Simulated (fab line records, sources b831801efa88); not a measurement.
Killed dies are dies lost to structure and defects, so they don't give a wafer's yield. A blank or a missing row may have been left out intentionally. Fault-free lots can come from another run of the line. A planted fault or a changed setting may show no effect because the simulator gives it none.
Comparing a struck lot with a sound one || flow sfqLine || 42 steps out of a route of 325
Sound: wafers L793.1, L793.2, L793.4. Wafers L812.1, L812.3, L812.5 were the ones struck. The cause is named last.
Order at every step that has rows: each side's tool, ch and its chambers, its first start. Under that, the readings that differ: sound wafers || struck wafers || difference of the means || sigmas: that difference in standard deviations of wafers without a fault.
alike: readings with means less than 2 such deviations apart, plus words and numbers identical on both sides. not compared: withheld readings, readings lacking a value on some wafer, bounds such as >300 that could conceal the same value, and numbers that have no deviation in the record and whose values overlap.
The two part at a step that has a row with sigmas, a row that says differs or no value, or rows on one side only. Numbers that have no deviation but don't overlap get no sigmas and don't part them. A reading missing from all wafers of one side parts the sides only when that side holds two or more wafers.

first, 6 steps without rows for these wafers: SFQ_TRILAYER_C5_LITHO_COAT_156 (resist thk 62 nm); SFQ_TRILAYER_C5_LITHO_COAT_151 (resist thk 650 nm); SFQ_TRILAYER_C5_LITHO_SOFTBAKE_155; SFQ_TRILAYER_C5_LITHO_EXPOSE_152 (exposes mask C5, target cd 500 nm); SFQ_TRILAYER_C5_LITHO_PEB_154 (peb time 60 s); SFQ_TRILAYER_C5_LITHO_DEVELOP_153 (time 60 s).
SFQ_C5_OVL_MEAS_937:
  sound on overlay-02 at day 67 11:47; struck on overlay-01 at day 73 06:53
  alike: C5_OVL
SFQ_TRILAYER_C5_BARC_OPEN_VIA_ETCH_210: etches BARC in O2, target depth 125 nm, time 41.7 s.
  sound on rieDiel-01 ch 0,1,3, day 67 11:49; struck on rieDiel-04 ch 0,1, day 73 06:55
  alike: biasW, drypumpMotorCurrentA, oesProductAu
  not compared: rfHoursCounterH
SFQ_TRILAYER_C5_ETCH_VIA_ETCH_154: etches SiO2 in CHF3, stops on Nb, target depth 84 nm.
  sound on rieDiel-01 ch 0,1,3, day 67 11:52; struck on rieDiel-04 ch 0,1, day 73 06:58
  alike: biasW, drypumpMotorCurrentA, oesProductAu
then, 3 steps without rows for these wafers: SFQ_TRILAYER_C5_STRIP_STRIP_155 (strips in O2); SFQ_TRILAYER_C5_STRIP_SOLV_CLEAN_156 (cleans in NMP, time 600 s); SFQ_TRILAYER_M6_DEP_PRE_CLEAN_158 (time 22.5 s).
SFQ_TRILAYER_M6_DEP_SPUTTER_157: material Nb, target thk 200 nm, time 133.3 s.
  sound on pvdSputter-03 at day 67 12:43; struck on pvdSputter-06 at day 73 07:49
{"reading": "model.Nb_of_TRILAYER_M6_DEP_SPUTTER_157.thkNm (nm)", "sound": "199.2 198.7 200.3", "struck": "279.9 279.8 280.9", "difference": "+80.8", "sigmas": ""}
  alike: throttleValvePct
SFQ_M6_RS_MEAS_938: measures by four-point-probe.
  sound on filmMetro-04 at day 67 12:49; struck on filmMetro-04 at day 73 07:55
{"reading": "M6_NB_RS (ohm/sq)", "sound": "0.893 0.894 0.888", "struck": "0.634 0.633 0.633", "difference": -0.258, "sigmas": -35}
then, 6 steps without rows for these wafers: SFQ_TRILAYER_M6_LITHO_COAT_164 (resist thk 62 nm); SFQ_TRILAYER_M6_LITHO_COAT_159 (resist thk 600 nm); SFQ_TRILAYER_M6_LITHO_SOFTBAKE_163; SFQ_TRILAYER_M6_LITHO_EXPOSE_160 (exposes mask M6, target cd 500 nm); SFQ_TRILAYER_M6_LITHO_PEB_162 (peb time 60 s); SFQ_TRILAYER_M6_LITHO_DEVELOP_161 (time 60 s).
-- the record jumps here: 5 days lie between the struck wafers' starts before and after --
SFQ_M6_OVL_MEAS_940:
  sound on overlay-01 at day 72 08:02; struck on overlay-02 at day 77 20:28
{"reading": "M6_OVL (nm)", "sound": "-4 -8 -3", "struck": "7 10 9", "difference": "+14", "sigmas": "+2"}
then, 1 step without rows for these wafers: SFQ_TRILAYER_M6_BARC_OPEN_METAL_ETCH_206 (etches BARC in O2, target depth 125 nm, time 41.7 s).
SFQ_TRILAYER_M6_ETCH_METAL_ETCH_162: etches Nb in Cl2/Ar, stops on SiO2, target depth 240 nm, time 120 s.
  sound on rieMetal-02 ch 0,1, day 72 08:08; struck on rieMetal-03 ch 0,1, day 77 20:34
{"reading": "oesProductAu (a.u.)", "sound": "0.898 0.892 0.894", "struck": "1.003 0.979 1.005", "difference": "+0.101", "sigmas": "+16"}
  alike: biasW, drypumpMotorCurrentA
  not compared: rfHoursCounterH
then, 2 steps without rows for these wafers: SFQ_TRILAYER_M6_STRIP_STRIP_163 (strips in O2); SFQ_TRILAYER_M6_STRIP_SOLV_CLEAN_164 (cleans in NMP, time 600 s).
SFQ_TRILAYER_I6_DEP_PECVD_165: deposits SiO2 from SiH4/N2O, time 111.11 s, target thk 500 nm.
  sound on pecvd-02 ch 1,2, day 72 09:03; struck on pecvd-01 ch 0,1, day 77 21:28
  alike: heaterPowerW, showerheadVppV, throttleValvePct
then, 1 step without rows for these wafers: SFQ_TRILAYER_I6_CMP_CMP_166 (polishes SiO2).
SFQ_I6_BOW_MEAS_941:
  sound on filmMetro-03 at day 72 12:08; struck on filmMetro-02 at day 78 02:16
  alike: I6_BOW
SFQ_TRILAYER_I6_METRO_MEASURE_167:
  sound on filmMetro-03 at day 72 12:15; struck on filmMetro-02 at day 78 02:23
  alike: thkNm
then, 6 steps without rows for these wafers: SFQ_TRILAYER_I6_VIA_LITHO_COAT_174 (resist thk 62 nm); SFQ_TRILAYER_I6_VIA_LITHO_COAT_169 (resist thk 650 nm); SFQ_TRILAYER_I6_VIA_LITHO_SOFTBAKE_173; SFQ_TRILAYER_I6_VIA_LITHO_EXPOSE_170 (exposes mask I6, target cd 700 nm); SFQ_TRILAYER_I6_VIA_LITHO_PEB_172 (peb time 60 s); SFQ_TRILAYER_I6_VIA_LITHO_DEVELOP_171 (time 60 s).
-- the record jumps here: 4 days lie between the struck wafers' starts before and after --
SFQ_I6_OVL_MEAS_942:
  sound on overlay-01 at day 77 01:16; struck on overlay-02 at day 81 17:51
  alike: I6_OVL
SFQ_TRILAYER_I6_VIA_BARC_OPEN_VIA_ETCH_235: etches BARC in O2, target depth 125 nm, time 41.7 s.
  sound on rieDiel-04 ch 1,2,3, day 77 01:18; struck on rieDiel-03 ch 0,2, day 81 17:53
  alike: biasW, drypumpMotorCurrentA, oesProductAu
  not compared: rfHoursCounterH
then, 4 steps without rows for these wafers: SFQ_TRILAYER_I6_VIA_ETCH_VIA_ETCH_172 (etches SiO2 in CHF3, stops on Nb, target depth 260 nm); SFQ_TRILAYER_I6_VIA_STRIP_STRIP_173 (strips in O2); SFQ_TRILAYER_I6_VIA_STRIP_SOLV_CLEAN_174 (cleans in NMP, time 600 s); SFQ_TRILAYER_M7_DEP_PRE_CLEAN_176 (time 22.5 s).
-- the record jumps here: 10 days lie between the struck wafers' starts before and after --
SFQ_M8_BOW_MEAS_951:
  sound on filmMetro-02 at day 81 11:57; struck on filmMetro-04 at day 91 16:56
{"reading": "model.etest.m6.combLog10Ohm", "sound": "12 12 12", "struck": "0 0 0", "difference": -12, "sigmas": ""}
{"reading": "model.etest.m6.ohmSq", "sound": "0.8938 0.8959 0.8887", "struck": "0.636 0.6363 0.6338", "difference": -0.257, "sigmas": ""}
  alike: M8_BOW

## WHERE THEY PART
First at SFQ_M6_RS_MEAS_938; last, within this record, at SFQ_TRILAYER_M6_ETCH_METAL_ETCH_162. Later steps at which nothing parts them and some readings are alike: SFQ_TRILAYER_I6_DEP_PECVD_165, SFQ_I6_BOW_MEAS_941, SFQ_TRILAYER_I6_METRO_MEASURE_167, SFQ_I6_OVL_MEAS_942, SFQ_TRILAYER_I6_VIA_BARC_OPEN_VIA_ETCH_235, SFQ_M8_BOW_MEAS_951.

WHY: the cause the simulator had injected
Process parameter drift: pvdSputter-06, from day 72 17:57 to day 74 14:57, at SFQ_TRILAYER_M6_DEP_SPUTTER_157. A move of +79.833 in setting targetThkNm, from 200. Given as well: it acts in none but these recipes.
